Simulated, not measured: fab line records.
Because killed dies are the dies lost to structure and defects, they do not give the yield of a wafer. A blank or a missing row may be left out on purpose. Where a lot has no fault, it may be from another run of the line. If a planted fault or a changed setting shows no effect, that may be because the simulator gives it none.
A struck lot beside a sound one | flow sky130 | 16 steps out of a route of 708
Sound: wafers L428.1, L428.2, L428.6. Wafers L436.2, L436.4, L436.5 were the ones struck. Last of all comes the cause.
For every step that has rows: the tool of each side, followed by ch and its chambers, followed by its first start. Under that, the readings that differ: sound wafers | struck wafers | difference of the means | sigmas: that difference in standard deviations of wafers without a fault.
alike: readings whose means differ by less than 2 such deviations, and words and numbers that are the same on both sides. not compared: withheld readings, readings that some wafer has no value for, bounds like >300 that may hide the same value, and numbers for which the record gives no deviation and whose values overlap.
Wherever a step has rows on one side only, a row that says differs or no value, or a row with sigmas, the two part there. Non-overlapping numbers with no deviation appear without sigmas and do not part them. A reading that every wafer of one side lacks parts them only if that side has two wafers or more.

first, 5 steps without rows for these wafers: SKY_SONOS_TUNNEL_COAT_02 (resist thk 1140 nm); SKY_SONOS_TUNNEL_SOFTBAKE_03 (time 60 s); SKY_SONOS_TUNNEL_EXPOSE_04 (exposes mask TUNM, target cd 410 nm); SKY_SONOS_TUNNEL_PEB_05; SKY_SONOS_TUNNEL_DEVELOP_06 (develop time 60 s).
SKY_SONOS_TUNNEL_CD_MEAS_07: the cd target is 410 nm.
  sound: cdSem-02 at day 12 18:01; struck: cdSem-02 at day 15 22:29
reading   | sound             | struck            | difference | sigmas
cdNm (nm) | 410.5 408.4 409.2 | 413.9 414.9 414.0 | +4.9       | +2
SKY_SONOS_TUNNEL_OVL_MEAS_08:
  sound: overlay-01 at day 12 18:08; struck: overlay-02 at day 15 22:35
  alike: SONOS_TUNNEL_OVL
then, 3 steps without rows for these wafers: SKY_SONOS_TUNNEL_IMPLANT_09; SKY_SONOS_TUNNEL_WET_ETCH_10 (etches SiO2 in dHF, target depth 14 nm, time 280 s); SKY_SONOS_TUNNEL_STRIP_11 (strips in SPM, time 600 s).
SKY_SONOS_TUNNEL_TW_MEAS_12:
  sound: filmMetro-01 at day 12 18:46; struck: filmMetro-01 at day 15 23:13
  alike: SONOS_TUNNEL_TW
then, 1 step without rows for these wafers: SKY_SONOS_TUNNEL_CLEAN_13 (cleans in dHF, time 20 s).
SKY_SONOS_ONO_OXIDATION_00: stabilise 600 s, purge 300 s, target thk 2.6 nm.
  sound on furnace-02 ch 0, day 12 18:50; struck on furnace-02 ch 0, day 15 23:17
reading                                         | sound           | struck            | difference | sigmas
model.SiO2_of_SONOS_ONO_OXIDATION_00.thkNm (nm) | 2.66 2.68 2.665 | 2.792 2.818 2.766 | +0.124     | 
  alike: rampUpCPerMin, zonePowerCentrePct
SKY_SONOS_ONO_THK_MEAS_01:
  sound: filmMetro-02 at day 12 20:11; struck: filmMetro-01 at day 16 00:38
reading                      | sound          | struck         | difference | sigmas
SONOS_ONO_OXIDATION_THK (nm) | 2.62 2.66 2.64 | 2.82 2.81 2.79 | +0.17      | +3
then, 1 step without rows for these wafers: SKY_SONOS_ONO_CVD_02 (deposits Si3N4 from DCS/NH3, target thk 10.5 nm, time 180 s).
-- here the record skips 33 days between the struck wafers' starts before and after, leaving off in module SONOS_ONO and picking up in module PAD_OPEN (first step shown: number 708 of the route) --
SKY_PAD_OPEN_PROBE_99:
  sound: prober-02 at day 46 23:27; struck: prober-02 at day 49 04:54
reading                         | sound               | struck               | difference | sigmas
model.etest.sonosErased.vtV (V) | -2.28 -2.275 -2.276 | -2.158 -2.135 -2.193 | +0.115     | 
  alike: killed_at_M0_to_M3, killed_at_M4_up, killedAtContacts, killedAtFrontEnd, killedAtOther, killedDies, killedOpen, killedShort
  not compared: model.etest.sonosBaked.vtLessV

== WHERE THEY PART ==
At SKY_SONOS_TUNNEL_CD_MEAS_07 first; at SKY_SONOS_ONO_THK_MEAS_01 last (within this record only). Later steps at which nothing parts them and some readings are alike: SKY_PAD_OPEN_PROBE_99.

WHY: the cause the simulator had injected
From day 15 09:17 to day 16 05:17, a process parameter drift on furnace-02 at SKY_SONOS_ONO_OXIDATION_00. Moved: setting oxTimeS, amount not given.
